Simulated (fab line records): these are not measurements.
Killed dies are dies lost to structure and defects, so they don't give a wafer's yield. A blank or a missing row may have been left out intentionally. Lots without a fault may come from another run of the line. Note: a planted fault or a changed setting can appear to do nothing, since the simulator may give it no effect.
Split-lot experiment :: flow sky130 :: 23 wafers read across 5 lots, on a route 708 steps long

== ON THE SPLIT ==
At SKY_VT_ADJUST_HVTR_EXPOSE_04 (exposes mask HVTRM, target cd 380 nm), the setting doseMj was moved away from the recipe's 150 on 5 of the 23 wafers read, by -3.5% to +4.3%. For the rest of the wafers, this setting stayed at what the recipe calls for.

== FROM THE SPLIT TO THE READING: what the file shows between them, 2 steps ==
- SKY_VT_ADJUST_HVTR_PEB_05
- SKY_VT_ADJUST_HVTR_DEVELOP_06: develop time 60 s

== THE READING ==
cdNm at SKY_VT_ADJUST_HVTR_CD_MEAS_07, given in nm (cd target 380 nm). A value of 379.5 nm with a standard deviation of 2.5 nm is what fault-free wafers of this fab line usually give.

wafer: L076.2
tool, chamber at the split: ilineStepper-02, 0
doseMj as run: 150
against the recipe: recipe
cdNm, nm: 379.2
against lot-mates on the recipe: -

wafer: L076.3
tool, chamber at the split: ilineStepper-02, 0
doseMj as run: 150
against the recipe: recipe
cdNm, nm: 379.4
against lot-mates on the recipe: -

wafer: L076.4
tool, chamber at the split: ilineStepper-02, 0
doseMj as run: 150
against the recipe: recipe
cdNm, nm: 381.2
against lot-mates on the recipe: -

wafer: L080.1
tool, chamber at the split: ilineStepper-02, 0
doseMj as run: 150
against the recipe: recipe
cdNm, nm: 380.6
against lot-mates on the recipe: -

wafer: L080.2
tool, chamber at the split: ilineStepper-02, 0
doseMj as run: 150
against the recipe: recipe
cdNm, nm: 381.4
against lot-mates on the recipe: -

wafer: L080.3
tool, chamber at the split: ilineStepper-02, 0
doseMj as run: 150
against the recipe: recipe
cdNm, nm: 382.4
against lot-mates on the recipe: -

wafer: L080.4
tool, chamber at the split: ilineStepper-02, 0
doseMj as run: 144.7
against the recipe: -3.5%
cdNm, nm: 369.3
against lot-mates on the recipe: -12.2

wafer: L080.6
tool, chamber at the split: ilineStepper-02, 0
doseMj as run: 144.7
against the recipe: -3.5%
cdNm, nm: 368.1
against lot-mates on the recipe: -13.4

wafer: L081.1
tool, chamber at the split: ilineStepper-01, 0
doseMj as run: 150
against the recipe: recipe
cdNm, nm: 381.3
against lot-mates on the recipe: -

wafer: L081.2
tool, chamber at the split: ilineStepper-01, 0
doseMj as run: 150
against the recipe: recipe
cdNm, nm: 378.1
against lot-mates on the recipe: -

wafer: L081.3
tool, chamber at the split: ilineStepper-01, 0
doseMj as run: 150
against the recipe: recipe
cdNm, nm: 377.2
against lot-mates on the recipe: -

wafer: L081.4
tool, chamber at the split: ilineStepper-01, 0
doseMj as run: 150
against the recipe: recipe
cdNm, nm: 376.5
against lot-mates on the recipe: -

wafer: L081.5
tool, chamber at the split: ilineStepper-01, 0
doseMj as run: 150
against the recipe: recipe
cdNm, nm: 381.2
against lot-mates on the recipe: -

wafer: L082.1
tool, chamber at the split: ilineStepper-02, 0
doseMj as run: 150
against the recipe: recipe
cdNm, nm: 385.6
against lot-mates on the recipe: -

wafer: L082.2
tool, chamber at the split: ilineStepper-02, 0
doseMj as run: 156.4
against the recipe: +4.3%
cdNm, nm: 398.0
against lot-mates on the recipe: +12.8

wafer: L082.3
tool, chamber at the split: ilineStepper-02, 0
doseMj as run: 150
against the recipe: recipe
cdNm, nm: 384.8
against lot-mates on the recipe: -

wafer: L082.4
tool, chamber at the split: ilineStepper-02, 0
doseMj as run: 156.4
against the recipe: +4.3%
cdNm, nm: 397.0
against lot-mates on the recipe: +11.8

wafer: L082.6
tool, chamber at the split: ilineStepper-02, 0
doseMj as run: 156.4
against the recipe: +4.3%
cdNm, nm: 397.0
against lot-mates on the recipe: +11.8

wafer: L083.2
tool, chamber at the split: ilineStepper-01, 0
doseMj as run: 150
against the recipe: recipe
cdNm, nm: 380.2
against lot-mates on the recipe: -

wafer: L083.3
tool, chamber at the split: ilineStepper-01, 0
doseMj as run: 150
against the recipe: recipe
cdNm, nm: 382.4
against lot-mates on the recipe: -

wafer: L083.4
tool, chamber at the split: ilineStepper-01, 0
doseMj as run: 150
against the recipe: recipe
cdNm, nm: 380.8
against lot-mates on the recipe: -

wafer: L083.5
tool, chamber at the split: ilineStepper-01, 0
doseMj as run: 150
against the recipe: recipe
cdNm, nm: 379.0
against lot-mates on the recipe: -

wafer: L083.6
tool, chamber at the split: ilineStepper-01, 0
doseMj as run: 150
against the recipe: recipe
cdNm, nm: 378.2
against lot-mates on the recipe: -

FIT RESULTS
A straight line over all 23 wafers: cdNm changes by +3.74 nm for each +1% of doseMj; r = +0.96; the points scatter about the line by 2.2 nm.
The same after taking each lot's own level away (the mean of its wafers on the recipe; 23 wafers): +3.11 nm for each +1%; r = +0.97; scatter 1.5 nm.
According to that fit, moving doseMj by its largest amount changes the reading by 13 nm.
Measured against the standard deviation above, the lots' own levels, which go from 378.86 to 385.20 nm, span 2.5 times it.
So the slope is not independent of the lot-to-lot level: the two fits are not the same.
Check: +13 nm against its lot-mates is what the line predicts for one of the wafers moved furthest among these (+4.3%) when that wafer is left out of the fit. It came out at +12.8 nm against them.

== FURTHER SPLITS ON THESE WAFERS ==
These wafers also went through other splits before the reading. Each is held against what the fit with the lots' levels taken away leaves over:
other split on the same wafers: SKY_FIELD_ISO_CVD_03 pressureMtorr
wafers away from the commonest value: 10
r with cdNm (lot level and that fit taken away): -0.15

other split on the same wafers: SKY_FIELD_ISO_WET_ETCH_30 timeS
wafers away from the commonest value: 15
r with cdNm (lot level and that fit taken away): -0.04

other split on the same wafers: SKY_PWDE_SOFTBAKE_03 tempC
wafers away from the commonest value: 11
r with cdNm (lot level and that fit taken away): +0.13

other split on the same wafers: SKY_NWELL_SOFTBAKE_06 tempC
wafers away from the commonest value: 5
r with cdNm (lot level and that fit taken away): -0.36

other split on the same wafers: SKY_NWELL_IMPLANT_11 doseCm2
wafers away from the commonest value: 2
r with cdNm (lot level and that fit taken away): -0.28

other split on the same wafers: SKY_VT_ADJUST_HVTP_DEVELOP_06 developTimeS
wafers away from the commonest value: 8
r with cdNm (lot level and that fit taken away): -0.09

other split on the same wafers: SKY_VT_ADJUST_HVTP_STRIP_10 pressureMtorr
wafers away from the commonest value: 18
r with cdNm (lot level and that fit taken away): +0.10

other split on the same wafers: SKY_VT_ADJUST_LVTN_COAT_13 spinRpm
wafers away from the commonest value: 5
r with cdNm (lot level and that fit taken away): -0.06

== THE FILE'S OWN FIT ==
cdNm changes by +3.16 nm for each +1% of doseMj, r = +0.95.
